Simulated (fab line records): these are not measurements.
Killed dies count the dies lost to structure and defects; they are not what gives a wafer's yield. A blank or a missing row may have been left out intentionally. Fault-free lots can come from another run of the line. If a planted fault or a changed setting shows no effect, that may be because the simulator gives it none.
2 desks looking at one fault | flow gf180mcu | each desk has only its own numbers; what lay behind them comes last

AT THE TOOL OWNER'S DESK: pvd-sputter-03
At GF_SALICIDE_SPUTTER_03 (material TiN, target thk 20 nm, time 16.7 s) the tool's own readings: per lot run on this tool, the mean of the sampled wafers that have a number. The brackets show how far a lot's mean lies from the usual mean; more than 4 standard deviations puts the lot out of limits, marked OUT.
Columns: A = cathode-dc-power-W at GF_SALICIDE_SPUTTER_03, usual 6500.0 W; B = chamber-pressure-pa at GF_SALICIDE_SPUTTER_03, usual 0.4000 Pa; C = throttle-valve-pct at GF_SALICIDE_SPUTTER_03, usual 30.0 %
lot  | first seen here | A                        | B      | C
L955 | day 15 17:51    | 6499.0                   | 0.4023 | 28.2
L958 | day 16 09:19    | 6499.6                   | 0.3994 | 29.6
L965 | day 18 14:20    | 7294.6 (+99 or more) OUT | 0.4007 | 29.3
L967 | day 18 23:02    | 7296.0 (+99 or more) OUT | 0.3997 | 29.5
L974 | day 22 10:40    | 6499.5                   | 0.4005 | 29.0
L976 | day 22 23:18    | 6498.7                   | 0.3996 | 29.5
This desk's finding: out of limits on L965, L967; first on L965, day 18 14:20 (cathode-dc-power-W at GF_SALICIDE_SPUTTER_03). L955, L958, L974, L976 stayed within limits.

FROM THE METROLOGY DESK
Lot by lot, what the gauges showed, no matter which tool ran the lot: averages of those sampled wafers that carry a number. The brackets show how far a lot's mean lies from the usual mean; more than 4 standard deviations puts the lot out of limits, marked OUT.
Columns: A = NSD_OVL at GF_NSD_OVL_MEAS_08, usual -0.8 nm; B = SALICIDE_TIN_RS at GF_SALICIDE_RS_MEAS_04, usual 16.4 ohm/sq; C = SALICIDE_TIN_THK at GF_SALICIDE_THK_MEAS_05, usual 20.05 nm
lot  | first seen here | A    | B    | C
L955 | day 13 23:15    | 0.4  | 16.9 | 20.31
L957 | day 14 05:12    | -0.6 | 16.1 | 20.16
L958 | day 14 13:30    | -2.3 | 16.3 | 20.13
L960 | day 15 00:46    | -0.9 | 16.7 | 20.23
L965 | day 16 15:07    | -1.9 | 16.0 | 22.40 (+8.4) OUT
L967 | day 16 23:37    | -1.0 | 15.6 | 22.62 (+9.2) OUT
L972 | day 19 22:01    | -0.6 | 16.6 | 20.22
L973 | day 20 09:03    | -1.0 | 16.5 | 20.06
L974 | day 20 10:00    | -1.5 | 16.1 | 19.81
L976 | day 20 23:28    | -0.3 | 16.0 | 20.36
L975 | day 21 06:16    | 0.3  | 16.0 | 20.27
L978 | day 21 20:01    | -1.5 | 16.8 | 20.28
Per this desk, out of limits: L965, L967; the first was L965, day 18 14:29 (SALICIDE_TIN_THK at GF_SALICIDE_THK_MEAS_05). L955, L957, L958, L960, L972, L973, L974, L976, L975, L978 stayed within limits.

BROUGHT TOGETHER
On L965, L967, at day 18 14:20, an alarm was possible from the tool owner's desk.
An alarm was possible from the metrology desk at day 18 14:29, on L965, L967.
GF_SALICIDE_SPUTTER_03 was run on pvd-sputter-03 by each of the lots named.

WHAT THE SIMULATOR HAD INSERTED
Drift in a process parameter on pvd-sputter-03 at GF_SALICIDE_SPUTTER_03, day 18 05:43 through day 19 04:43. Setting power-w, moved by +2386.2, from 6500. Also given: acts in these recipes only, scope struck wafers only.
Lots struck among those shown: L965, L967.
Delay (hours) between the fault's onset and each desk's first out-of-limits reading: 9 at the tool owner's desk, 9 at the metrology desk.
